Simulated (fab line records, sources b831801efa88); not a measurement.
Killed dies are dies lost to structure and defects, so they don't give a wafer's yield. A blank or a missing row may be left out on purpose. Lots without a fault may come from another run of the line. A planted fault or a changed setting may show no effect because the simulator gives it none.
fab line records | flow gf180mcu
record lots=24 wafers=72 last_day=34
route steps=602 shown V1@353 M2@378 V2@385 M3@423 MIM@503
lots that met no fault: from a run of the same line without faults
start_h: hours from the record's first day to the start of the lot's first wafer shown | wait_h: hours since the lot's step before | " the same as in the row above | L1.1+2: a row that stands for several wafers | - no value, or no start given | * or withheld: withheld | < > ~ a bound
route shown NAME@n: a module of which the file shows steps, and the number in the route of the first | usual: mean/standard deviation of fault-free wafers | same: alike in all rows | chamber/n: place in a boat | sites: the reading at each site | _std_site: their standard deviation | _edge_site: outer sites' mean less inner sites' | radius_mm: how far each site lies from the wafer's centre | mask NAME#n: copy n | behind: the tool/chamber that last shaped the wafer | hold: why the lot was held/for how many hours/how that ended | device: the transistor (n, p or np) that didn't switch | end of line: the same wafers' tests at the end of the route | a step without rows: its recipe alone | killed: dies lost to structure and defects at the first sort, not the wafer's yield | map: a wafer's dies, x killed, . not, _ none there
set.NAME: the setting as run; set.NAME@STEP: as run at that earlier step | model.NAME: the simulator's own value behind a step, which no gauge read
steps of the route over a sample of lots; a table a step, a row a wafer
services: from which hour (start_h, from the record's first day; less than 0 if before it) a tool's chamber was out of use, for how many hours, and why
## steps
# step GF_V1_STRIP_18
# recipe chemistry=O2/N2 power_w=1400 pressure_mtorr=1500 platen_temp_c=250 o2_flow_sccm=3000 n2_flow_sccm=300 overash_fraction=0.5
# usual drypump_motor_current_A=5.7/0.42 heater_power_w=362/29 oes_product_au=0.592/0.0049
# columns lot.wafer tool chamber start_h wait_h drypump_motor_current_A heater_power_w oes_product_au rf_hours_counter_h
L075.4 plasma_asher-04 1 418.30 - 6.1 327 0.601 -
L075.5 " 0 " " 6.0 341 0.593 -
L075.6 " 1 " " 6.1 332 0.592 -
L074.2 plasma_asher-04 0 420.52 - 6.0 335 0.591 76
L074.3 " 1 " " 6.1 326 0.596 -
L074.5 " 1 " " 6.1 330 0.586 -
L076.1 plasma_asher-03 1 429.62 - 5.9 360 0.596 34
L076.2 " 0 " " 5.1 395 0.595 34
L076.6 " 1 " " 5.9 361 0.595 -
L077.1 plasma_asher-03 0 445.67 - 5.1 398 0.594 35
L077.2 " 1 " " 6.0 357 0.598 35
L077.4 " 1 " " 5.9 357 0.583 -
L078.1 plasma_asher-03 1 451.77 - 6.0 357 0.590 36
L078.5 " 0 " " 5.1 415 0.593 -
L078.6 " 1 " " 5.9 364 0.587 -
L079.2 plasma_asher-03 1 453.96 - 5.9 351 0.594 36
L079.3 " 1 " " 6.0 359 0.584 -
L079.5 " 1 " " 6.0 364 0.596 -
L080.3 plasma_asher-04 1 465.19 - 6.1 332 0.588 -
L080.4 " 0 " " 6.0 343 0.590 -
L080.6 " 1 " " 6.1 336 0.594 -
L081.1 plasma_asher-04 1 476.30 - 6.0 328 0.594 83
L081.4 " 0 " " 5.9 340 0.594 -
L081.6 " 1 " " 6.1 328 0.593 -
L082.2 plasma_asher-04 0 483.77 - 6.0 340 0.590 83
L082.3 " 0 " " 6.0 340 0.595 -
L082.5 " 1 " " 6.1 322 0.586 -
L083.3 plasma_asher-03 0 491.51 - 5.1 385 0.585 -
L083.5 " 1 " " 5.9 356 0.598 -
L083.6 " 0 " " 5.1 403 0.593 -
L084.2 plasma_asher-03 0 500.47 - 5.1 404 0.579 41
L084.4 " 0 " " 5.1 395 0.594 -
L084.5 " 0 " " 5.1 401 0.595 -
L085.3 plasma_asher-03 1 508.29 - 5.9 361 0.585 -
L085.5 " 1 " " 5.9 351 0.591 -
L085.6 " 0 " " 5.1 404 0.588 -
L086.2 plasma_asher-03 1 514.67 - 6.0 362 0.588 43
L086.5 " 0 " " 5.1 404 0.592 -
L086.6 " 1 " " 5.9 365 0.592 -
L087.2 plasma_asher-03 1 521.50 - 5.9 356 0.591 43
L087.4 " 1 " " 5.9 350 0.589 -
L087.6 " 0 " " 5.1 407 0.589 -
L088.2 plasma_asher-03 1 540.12 - 6.0 368 0.584 45
L088.3 " 0 " " 5.1 402 0.587 -
L088.6 " 0 " " 5.1 406 0.584 -
L089.1 plasma_asher-03 1 544.12 - 6.0 356 0.595 46
L089.2 " 0 " " 5.1 404 0.594 46
L089.5 " 0 " " 5.1 404 0.592 -
L090.1 plasma_asher-03 0 554.20 - 5.0 407 0.597 47
L090.2 " 1 " " 5.9 358 0.593 47
L090.3 " 1 " " 6.0 365 0.590 -
L091.2 plasma_asher-01 0 555.25 - 5.4 357 0.592 75
L091.3 " 1 " " 5.4 309 0.592 -
L091.6 " 1 " " 5.4 311 0.600 -
L092.1 plasma_asher-04 1 566.02 - 6.1 331 0.595 92
L092.2 " 0 " " 6.0 336 0.589 92
L092.5 " 0 " " 6.0 343 0.595 -
L093.1 plasma_asher-04 0 577.00 - 6.0 338 0.590 93
L093.2 " 1 " " 6.1 329 0.589 93
L093.6 " 0 " " 5.9 345 0.592 -
L094.2 plasma_asher-04 0 580.17 - 6.0 345 0.592 94
L094.3 " 0 " " 5.9 339 0.588 -
L094.5 " 0 " " 6.0 328 0.599 -
L095.1 plasma_asher-03 1 590.20 - 5.9 361 0.582 48
L095.3 " 1 " " 5.9 353 0.600 -
L095.4 " 0 " " 5.1 390 0.590 -
L096.3 plasma_asher-03 1 597.49 - 5.9 366 0.580 -
L096.4 " 0 " " 5.1 396 0.595 -
L096.6 " 1 " " 5.9 364 0.587 -
L097.4 plasma_asher-04 1 603.14 - 6.1 328 0.589 -
L097.5 " 1 " " 6.1 325 0.587 -
L097.6 " 0 " " 6.0 337 0.601 -
# step GF_M2_METAL_ETCH_16
# recipe chemistry=Cl2/BCl3 mask_material=KrF target_depth_nm=627.5 stop_on=SiO2 pressure_mtorr=8 icp_w=800 bias_w=140 Cl2_flow_sccm=80 bcl3_flow_sccm=40 time_s=104.6
# usual bias_w=139.9/0.42 drypump_motor_current_A=5.7/0.38 oes_product_au=0.970/0.0066 throttle_valve_pct=28.251/0.011
# same time_s=104.6
# columns lot.wafer tool chamber start_h wait_h bias_w drypump_motor_current_A oes_product_au rf_hours_counter_h throttle_valve_pct
L075.4 rie_metal-04 0 443.95 0.0 139.9 5.9 0.972 - 28.248
L075.5 " 1 " " 140.0 5.7 0.958 - 28.248
L075.6 " 0 " " 140.6 5.9 0.969 - 28.245
L074.2 rie_metal-03 1 446.49 0.0 140.0 5.4 0.973 8 28.261
L074.3 " 1 " " 139.4 5.4 0.971 - 28.254
L074.5 " 0 " " 139.4 5.6 0.977 - 28.255
L076.1 rie_metal-03 1 456.20 0.0 140.5 5.4 0.975 8 28.256
L076.2 " 0 " " 140.0 5.6 0.972 1 28.258
L076.6 " 0 " " 140.0 5.6 0.970 - 28.250
L077.1 rie_metal-03 0 471.56 0.0 139.0 5.6 0.959 2 28.257
L077.2 " 1 " " 139.7 5.4 0.963 8 28.270
L077.4 " 0 " " 139.7 5.6 0.961 - 28.254
L078.1 rie_metal-01 0 477.75 0.0 139.3 5.4 0.971 4 28.252
L078.5 " 0 " " 139.8 5.4 0.966 - 28.248
L078.6 " 1 " " 139.8 6.4 0.974 - 28.255
L079.2 rie_metal-03 1 479.39 0.0 139.7 5.4 0.965 9 28.243
L079.3 " 0 " " 140.1 5.6 0.958 - 28.236
L079.5 " 0 " " 139.9 5.6 0.969 - 28.255
L080.3 rie_metal-01 0 490.60 0.1 140.0 5.3 0.969 - 28.245
L080.4 " 1 " " 139.6 6.4 0.968 - 28.261
L080.6 " 0 " " 140.2 5.3 0.976 - 28.237
L081.1 rie_metal-03 0 501.65 0.0 140.1 5.6 0.971 2 28.247
L081.4 " 0 " " 140.3 5.6 0.979 - 28.249
L081.6 " 1 " " 139.2 5.4 0.969 - 28.263
L082.2 rie_metal-03 0 509.11 0.0 140.0 5.6 0.978 2 28.239
L082.3 " 1 " " 140.0 5.4 0.979 - 28.235
L082.5 " 0 " " 139.2 5.6 0.970 - 28.238
L083.3 rie_metal-01 1 516.84 0.1 140.3 6.4 0.969 - 28.261
L083.5 " 1 " " 140.9 6.4 0.964 - 28.240
L083.6 " 1 " " 141.2 6.4 0.962 - 28.253
L084.2 rie_metal-03 1 525.49 0.0 140.5 5.4 0.972 10 28.242
L084.4 " 1 " " 140.1 5.4 0.970 - 28.268
L084.5 " 1 " " 140.5 5.4 0.973 - 28.247
L085.3 rie_metal-01 0 532.68 0.1 140.2 5.3 0.979 - 28.260
L085.5 " 0 " " 140.0 5.3 0.972 - 28.243
L085.6 " 1 " " 139.9 6.4 0.971 - 28.239
L086.2 rie_metal-01 0 539.61 0.0 140.3 5.4 0.964 6 28.273
L086.5 " 1 " " 140.2 6.4 0.967 - 28.268
L086.6 " 0 " " 140.4 5.4 0.965 - 28.253
L087.2 rie_metal-01 1 545.49 0.0 139.8 6.4 0.965 10 28.245
L087.4 " 0 " " 139.7 5.4 0.967 - 28.256
L087.6 " 1 " " 139.4 6.4 0.971 - 28.250
L088.2 rie_metal-03 0 563.59 0.0 140.2 5.6 0.970 4 28.262
L088.3 " 0 " " 139.4 5.6 0.977 - 28.242
L088.6 " 1 " " 140.1 5.4 0.978 - 28.241
L089.1 rie_metal-01 0 567.64 0.0 140.0 5.4 0.977 7 28.236
L089.2 " 0 " " 140.3 5.3 0.978 - 28.243
L089.5 " 0 " " 140.1 5.4 0.973 - 28.257
L090.1 rie_metal-04 1 576.99 0.0 139.7 5.6 0.975 10 28.240
L090.2 " 0 " " 140.0 5.8 0.963 1 28.238
L090.3 " 0 " " 140.2 5.8 0.961 - 28.253
L091.2 rie_metal-03 0 578.53 0.1 139.7 5.6 0.953 - 28.248
L091.3 " 0 " " 139.0 5.6 0.962 - 28.251
L091.6 " 0 " " 139.8 5.6 0.963 - 28.266
L092.1 rie_metal-03 0 588.44 0.0 140.0 5.6 0.977 5 28.251
L092.2 " 1 " " 140.5 5.4 0.965 0 28.261
L092.5 " 1 " " 140.3 5.4 0.980 - 28.244
L093.1 rie_metal-03 1 599.69 0.0 141.3 5.4 0.966 0 28.254
L093.2 " 0 " " 140.3 5.6 0.971 5 28.262
L093.6 " 1 " " 140.5 5.4 0.982 - 28.257
L094.2 rie_metal-01 1 602.29 0.0 139.6 6.4 0.963 0 28.260
L094.3 " 1 " " 140.1 6.4 0.969 - 28.256
L094.5 " 0 " " 139.4 5.4 0.959 - 28.251
L095.1 rie_metal-04 0 612.94 0.0 139.2 5.9 0.964 2 28.265
L095.3 " 0 " " 139.6 5.9 0.968 - 28.257
L095.4 " 1 " " 140.0 5.7 0.957 - 28.249
L096.3 rie_metal-01 1 619.76 0.1 139.8 6.4 0.965 - 28.264
L096.4 " 0 " " 140.1 5.4 0.970 - 28.235
L096.6 " 0 " " 140.2 5.4 0.974 - 28.257
L097.4 rie_metal-04 0 625.05 0.0 140.4 5.8 0.971 - 28.238
L097.5 " 1 " " 140.4 5.6 0.976 - 28.255
L097.6 " 0 " " 139.6 5.8 0.964 - 28.247
# step GF_V2_THK_MEAS_03
# recipe reads=SiO2_of_V2_CVD_02
# usual V2_CVD_02_THK=851/11
# columns lot.wafer tool chamber start_h wait_h V2_CVD_02_THK[nm]
L075.4 film_metro-02 - 444.79 0.0 860
L075.5 " - " " 858
L075.6 " - " " 878
L074.2 film_metro-01 - 447.40 0.0 847
L074.3 " - " " 849
L074.5 " - " " 862
L076.1 film_metro-02 - 457.05 0.0 843
L076.2 " - " " 841
L076.6 " - " " 870
L077.1 film_metro-02 - 472.54 0.0 852
L077.2 " - " " 865
L077.4 " - " " 855
L078.1 film_metro-01 - 478.59 0.0 850
L078.5 " - " " 864
L078.6 " - " " 866
L079.2 film_metro-04 - 480.25 0.0 859
L079.3 " - " " 859
L079.5 " - " " 860
L080.3 film_metro-02 - 491.45 0.1 831
L080.4 " - " " 862
L080.6 " - " " 867
L081.1 film_metro-01 - 502.50 0.0 836
L081.4 " - " " 853
L081.6 " - " " 843
L082.2 film_metro-02 - 509.97 0.0 826
L082.3 " - " " 840
L082.5 " - " " 852
L083.3 film_metro-04 - 517.75 0.1 849
L083.5 " - " " 842
L083.6 " - " " 846
L084.2 film_metro-02 - 526.35 0.0 831
L084.4 " - " " 864
L084.5 " - " " 864
L085.3 film_metro-04 - 533.55 0.1 835
L085.5 " - " " 856
L085.6 " - " " 847
L086.2 film_metro-04 - 540.48 0.0 856
L086.5 " - " " 862
L086.6 " - " " 861
L087.2 film_metro-01 - 546.43 0.1 846
L087.4 " - " " 862
L087.6 " - " " 857
L088.2 film_metro-02 - 564.48 0.0 847
L088.3 " - " " 842
L088.6 " - " " 859
L089.1 film_metro-04 - 568.63 0.0 845
L089.2 " - " " 840
L089.5 " - " " 862
L090.1 film_metro-04 - 577.84 0.0 840
L090.2 " - " " 844
L090.3 " - " " 830
L091.2 film_metro-04 - 579.46 0.0 848
L091.3 " - " " 850
L091.6 " - " " 860
L092.1 film_metro-02 - 589.29 0.0 849
L092.2 " - " " 843
L092.5 " - " " 868
L093.1 film_metro-02 - 600.57 0.0 841
L093.2 " - " " 850
L093.6 " - " " 868
L094.2 film_metro-02 - 603.15 0.0 856
L094.3 " - " " 850
L094.5 " - " " 868
L095.1 film_metro-01 - 613.82 0.0 850
L095.3 " - " " 840
L095.4 " - " " 858
L096.3 film_metro-01 - 620.63 0.1 834
L096.4 " - " " 847
L096.6 " - " " 860
L097.4 film_metro-04 - 625.89 0.0 852
L097.5 " - " " 852
L097.6 " - " " 851
# step GF_M3_CD_MEAS_14
# recipe target_cd_nm=280
# usual cd_nm=279.7/1.2
# columns lot.wafer tool chamber start_h wait_h cd_nm
L075.4 cd_sem-01 - 494.38 0.1 280.0
L075.5 " - " " 280.3
L075.6 " - " " 278.9
L074.2 cd_sem-02 - 497.65 0.1 281.3
L074.3 " - " " 280.6
L074.5 " - " " 280.6
L076.1 cd_sem-01 - 506.62 0.1 279.8
L076.2 " - " " 277.9
L076.6 " - " " 279.0
L077.1 cd_sem-01 - 521.57 0.1 279.4
L077.2 " - " " 280.2
L077.4 " - " " 279.6
L078.1 cd_sem-02 - 528.15 0.1 279.8
L078.5 " - " " 280.6
L078.6 " - " " 280.3
L079.2 cd_sem-02 - 530.24 0.1 280.6
L079.3 " - " " 280.0
L079.5 " - " " 280.6
L080.3 cd_sem-02 - 540.36 0.1 281.9
L080.4 " - " " 282.4
L080.6 " - " " 282.7
L081.1 cd_sem-01 - 550.32 0.1 281.9
L081.4 " - " " 280.6
L081.6 " - " " 279.6
L082.2 cd_sem-02 - 557.19 0.1 278.8
L082.3 " - " " 277.9
L082.5 " - " " 279.3
L083.3 cd_sem-02 - 564.34 0.1 280.6
L083.5 " - " " 280.3
L083.6 " - " " 280.9
L084.2 cd_sem-02 - 573.12 0.1 279.0
L084.4 " - " " 278.4
L084.5 " - " " 279.9
L085.3 cd_sem-02 - 580.09 0.1 280.7
L085.5 " - " " 280.6
L085.6 " - " " 280.2
L086.2 cd_sem-01 - 586.29 0.1 281.0
L086.5 " - " " 280.0
L086.6 " - " " 279.7
L087.2 cd_sem-02 - 591.65 0.1 278.7
L087.4 " - " " 278.2
L087.6 " - " " 277.2
L088.2 cd_sem-01 - 608.00 0.1 279.1
L088.3 " - " " 278.2
L088.6 " - " " 278.3
L089.1 cd_sem-01 - 613.23 0.1 278.6
L089.2 " - " " 278.9
L089.5 " - " " 278.4
L090.1 cd_sem-01 - 620.97 0.1 278.3
L090.2 " - " " 279.0
L090.3 " - " " 278.5
L091.2 cd_sem-01 - 623.78 0.2 279.4
L091.3 " - " " 277.7
L091.6 " - " " 278.6
L092.1 cd_sem-01 - 633.43 0.1 278.7
L092.2 " - " " 278.4
L092.5 " - " " 279.0
L093.1 cd_sem-01 - 643.97 0.1 280.3
L093.2 " - " " 280.9
L093.6 " - " " 280.7
L094.2 cd_sem-01 - 645.79 0.2 278.4
L094.3 " - " " 278.0
L094.5 " - " " 278.3
L095.1 cd_sem-01 - 655.63 0.1 279.3
L095.3 " - " " 279.2
L095.4 " - " " 279.0
L096.3 cd_sem-01 - 661.81 0.1 279.8
L096.4 " - " " 279.3
L096.6 " - " " 279.4
L097.4 cd_sem-01 - 671.26 4.1 280.6
L097.5 " - " " 281.6
L097.6 " - " " 280.0
# step GF_M3_STRIP_17
# recipe chemistry=O2/N2 power_w=1400 pressure_mtorr=1500 platen_temp_c=250 o2_flow_sccm=3000 n2_flow_sccm=300 overash_fraction=0.5
# usual drypump_motor_current_A=5.5/0.33 heater_power_w=360/36 oes_product_au=0.557/0.0049 strip_time_to_endpoint_s=7.87/0.034
# columns lot.wafer tool chamber start_h wait_h drypump_motor_current_A heater_power_w oes_product_au rf_hours_counter_h strip_time_to_endpoint_s
L075.4 plasma_asher-03 0 494.62 0.1 5.1 411 0.567 - 7.91
L075.5 " 0 " " 5.1 403 0.555 - 7.92
L075.6 " 1 " " 5.9 361 0.555 - 7.90
L074.2 plasma_asher-01 0 497.90 0.1 5.4 363 0.559 69 7.84
L074.3 " 0 " " 5.4 368 0.555 - 7.83
L074.5 " 0 " " 5.4 358 0.551 - 7.83
L076.1 plasma_asher-03 1 506.89 0.1 5.9 366 0.546 42 7.82
L076.2 " 0 " " 5.1 396 0.552 42 7.81
L076.6 " 1 " " 5.9 372 0.564 - 7.84
L077.1 plasma_asher-02 1 521.84 0.1 5.6 413 0.556 10 7.91
L077.2 " 0 " " 6.0 339 0.562 10 7.87
L077.4 " 0 " " 6.1 337 0.554 - 7.92
L078.1 plasma_asher-03 1 528.42 0.1 5.9 355 0.562 44 7.84
L078.5 " 1 " " 5.9 357 0.562 - 7.86
L078.6 " 0 " " 5.1 403 0.556 - 7.84
L079.2 plasma_asher-02 1 530.49 0.1 5.6 405 0.566 11 7.85
L079.3 " 0 " " 6.0 332 0.562 - 7.93
L079.5 " 1 " " 5.6 409 0.557 - 7.90
L080.3 plasma_asher-02 0 540.73 0.1 6.0 325 0.556 - 7.87
L080.4 " 1 " " 5.6 414 0.548 - 7.89
L080.6 " 1 " " 5.6 406 0.569 - 7.90
L081.1 plasma_asher-01 0 550.59 0.1 5.4 354 0.560 74 7.84
L081.4 " 1 " " 5.4 305 0.549 - 7.82
L081.6 " 0 " " 5.4 362 0.559 - 7.89
L082.2 plasma_asher-03 0 557.44 0.1 5.1 406 0.554 47 7.86
L082.3 " 0 " " 5.0 392 0.549 - 7.85
L082.5 " 0 " " 5.1 413 0.553 - 7.84
L083.3 plasma_asher-03 0 564.61 0.1 5.1 407 0.557 - 7.87
L083.5 " 0 " " 5.0 411 0.553 - 7.87
L083.6 " 1 " " 5.9 365 0.554 - 7.87
L084.2 plasma_asher-02 1 573.37 0.1 5.6 420 0.552 16 7.88
L084.4 " 1 " " 5.6 404 0.561 - 7.85
L084.5 " 0 " " 6.0 343 0.562 - 7.87
L085.3 plasma_asher-01 0 580.47 0.1 5.3 370 0.551 - 7.90
L085.5 " 1 " " 5.4 309 0.558 - 7.88
L085.6 " 0 " " 5.3 359 0.560 - 7.89
L086.2 plasma_asher-01 0 586.54 0.1 5.3 354 0.554 79 7.90
L086.5 " 0 " " 5.4 359 0.556 - 7.87
L086.6 " 1 " " 5.4 303 0.555 - 7.92
L087.2 plasma_asher-01 1 591.90 0.1 5.4 312 0.555 79 7.89
L087.4 " 0 " " 5.4 360 0.562 - 7.91
L087.6 " 1 " " 5.4 295 0.551 - 7.90
L088.2 plasma_asher-03 1 608.25 0.1 5.9 359 0.559 50 7.87
L088.3 " 1 " " 5.9 357 0.556 - 7.84
L088.6 " 1 " " 5.9 356 0.552 - 7.88
L089.1 plasma_asher-02 0 613.50 0.1 6.0 338 0.562 20 7.91
L089.2 " 1 " " 5.6 414 0.559 20 7.86
L089.5 " 0 " " 6.0 324 0.565 - 7.94
L090.1 plasma_asher-03 0 621.24 0.1 5.1 402 0.553 51 7.88
L090.2 " 1 " " 6.0 360 0.558 51 7.91
L090.3 " 1 " " 5.9 365 0.553 - 7.92
L091.2 plasma_asher-03 1 624.03 0.1 5.9 362 0.562 51 7.85
L091.3 " 1 " " 6.0 357 0.559 - 7.85
L091.6 " 1 " " 6.0 363 0.552 - 7.83
L092.1 plasma_asher-01 1 633.70 0.1 5.4 314 0.563 84 7.87
L092.2 " 0 " " 5.3 359 0.547 84 7.82
L092.5 " 1 " " 5.4 311 0.553 - 7.81
L093.1 plasma_asher-01 1 644.24 0.1 5.4 314 0.556 86 7.92
L093.2 " 0 " " 5.3 365 0.563 86 7.93
L093.6 " 0 " " 5.3 359 0.561 - 7.95
L094.2 plasma_asher-01 1 646.04 0.1 5.4 302 0.551 86 7.82
L094.3 " 0 " " 5.3 360 0.558 - 7.83
L094.5 " 1 " " 5.4 313 0.548 - 7.83
L095.1 plasma_asher-01 1 655.90 0.1 5.4 294 0.552 87 7.85
L095.3 " 1 " " 5.4 304 0.552 - 7.87
L095.4 " 0 " " 5.3 362 0.561 - 7.89
L096.3 plasma_asher-02 0 662.07 0.1 6.1 338 0.566 - 7.92
L096.4 " 1 " " 5.6 410 0.556 - 7.89
L096.6 " 1 " " 5.6 409 0.566 - 7.93
L097.4 plasma_asher-01 0 671.54 0.1 5.4 356 0.559 - 7.88
L097.5 " 0 " " 5.3 362 0.559 - 7.85
L097.6 " 1 " " 5.4 307 0.558 - 7.89
# step GF_MIM_SPUTTER_00
# recipe material=Ti target_thk_nm=37.5 arriving_ion_energy_ev=80 substrate_temp_c=200 chamber_pressure_pa=2 power_w=4000 time_s=150
# usual cathode_dc_power_W=4000.0/0.71 throttle_valve_pct=30.2/0.76
# same time_s=150
# columns lot.wafer tool chamber start_h wait_h cathode_dc_power_W throttle_valve_pct
L075.4 pvd_sputter-02 - 568.23 0.2 4001.8 29.6
L075.5 " - " " 4000.3 30.8
L075.6 " - " " 4000.3 30.3
L074.2 pvd_sputter-02 - 571.02 0.2 4001.0 30.0
L074.3 " - " " 3999.4 30.5
L074.5 " - " " 3998.4 30.5
L076.1 pvd_sputter-02 - 579.18 0.2 4000.6 29.4
L076.2 " - " " 3999.4 30.3
L076.6 " - " " 3999.3 30.2
L077.1 pvd_sputter-01 - 594.33 0.2 4000.4 30.3
L077.2 " - " " 3999.5 29.3
L077.4 " - " " 4000.6 30.2
L078.1 pvd_sputter-02 - 600.14 0.1 4000.2 30.2
L078.5 " - " " 3999.6 29.3
L078.6 " - " " 4000.4 30.8
L079.2 pvd_sputter-01 - 602.58 0.1 3999.5 30.2
L079.3 " - " " 3999.3 30.3
L079.5 " - " " 3999.7 30.3
L080.3 pvd_sputter-03 - 611.88 0.1 4000.6 31.3
L080.4 " - " " 4000.2 29.7
L080.6 " - " " 3999.4 31.3
L081.1 pvd_sputter-01 - 620.84 0.2 4000.5 29.1
L081.4 " - " " 3999.9 30.3
L081.6 " - " " 4000.7 29.5
L082.2 pvd_sputter-01 - 627.46 0.2 3999.6 29.7
L082.3 " - " " 3999.2 30.3
L082.5 " - " " 3999.0 29.7
L083.3 pvd_sputter-03 - 632.14 0.1 4000.7 31.4
L083.5 " - " " 4001.3 30.0
L083.6 " - " " 4001.2 31.5
L084.2 pvd_sputter-01 - 641.44 0.1 3999.6 29.1
L084.4 " - " " 4000.3 30.3
L084.5 " - " " 3999.9 29.7
L085.3 pvd_sputter-01 - 647.47 0.2 3999.7 29.8
L085.5 " - " " 4000.5 30.2
L085.6 " - " " 3999.5 30.6
L086.2 pvd_sputter-03 - 651.90 0.2 4000.4 31.1
L086.5 " - " " 4000.5 31.8
L086.6 " - " " 4000.0 31.6
L087.2 pvd_sputter-03 - 659.00 0.1 3998.5 30.3
L087.4 " - " " 3999.8 31.5
L087.6 " - " " 4000.3 30.0
L088.2 pvd_sputter-02 - 674.40 0.2 3999.7 30.0
L088.3 " - " " 4000.0 30.7
L088.6 " - " " 3999.4 29.7
L089.1 pvd_sputter-03 - 676.13 0.2 4000.1 31.4
L089.2 " - " " 3999.7 31.8
L089.5 " - " " 4000.2 31.6
L090.1 pvd_sputter-02 - 689.71 0.1 3999.8 29.5
L090.2 " - " " 4000.5 30.1
L090.3 " - " " 4000.0 30.5
L091.2 pvd_sputter-02 - 691.63 0.1 3999.8 29.9
L091.3 " - " " 3998.6 30.4
L091.6 " - " " 4001.5 30.6
L092.1 pvd_sputter-02 - 696.64 0.1 3999.4 30.7
L092.2 " - " " 4000.2 29.9
L092.5 " - " " 3999.5 29.3
L093.1 pvd_sputter-01 - 709.29 0.2 3999.3 29.6
L093.2 " - " " 4001.8 30.2
L093.6 " - " " 3999.0 30.3
L094.2 pvd_sputter-02 - 711.48 0.1 4000.4 29.6
L094.3 " - " " 4000.8 30.8
L094.5 " - " " 4000.5 30.0
L095.1 pvd_sputter-03 - 715.68 0.2 4000.0 31.3
L095.3 " - " " 3999.2 30.1
L095.4 " - " " 4000.0 31.7
L096.3 pvd_sputter-02 - 721.40 0.2 3999.1 29.1
L096.4 " - " " 3999.9 30.4
L096.6 " - " " 3999.3 29.8
L097.4 pvd_sputter-01 - 731.70 0.2 3999.8 30.4
L097.5 " - " " 3999.5 29.0
L097.6 " - " " 3999.6 29.7
## services
# columns tool chamber start_h hours kind
pvd_sputter-02 - 405.04 34.5 repair
plasma_asher-01 - 411.43 8.2 repair
plasma_asher-02 - 421.25 9.0 pm
rie_metal-04 - 425.31 1.1 repair
rie_metal-01 0 433.13 4.9 repair
rie_metal-04 0 461.11 7.4 repair
pvd_sputter-02 - 475.18 1.4 repair
plasma_asher-01 - 514.57 12.3 repair
rie_metal-01 0 514.86 9.5 repair
pvd_sputter-01 - 518.89 4.1 repair
plasma_asher-01 - 520.23 1.0 repair
rie_metal-01 - 528.90 0.3 repair
plasma_asher-03 - 564.79 24.4 repair
plasma_asher-02 - 587.21 10.3 repair
pvd_sputter-01 - 593.20 0.5 repair
rie_metal-03 - 600.05 2.8 pm
plasma_asher-02 - 600.36 2.2 repair
rie_metal-04 0 602.49 1.8 repair
plasma_asher-03 - 603.25 4.9 repair
plasma_asher-02 - 634.87 2.8 pm
rie_metal-03 1 664.71 1.9 repair
rie_metal-01 - 705.21 14.6 pm
plasma_asher-02 - 714.84 14.6 pm
rie_metal-03 0 723.91 11.1 repair
## key
fault none
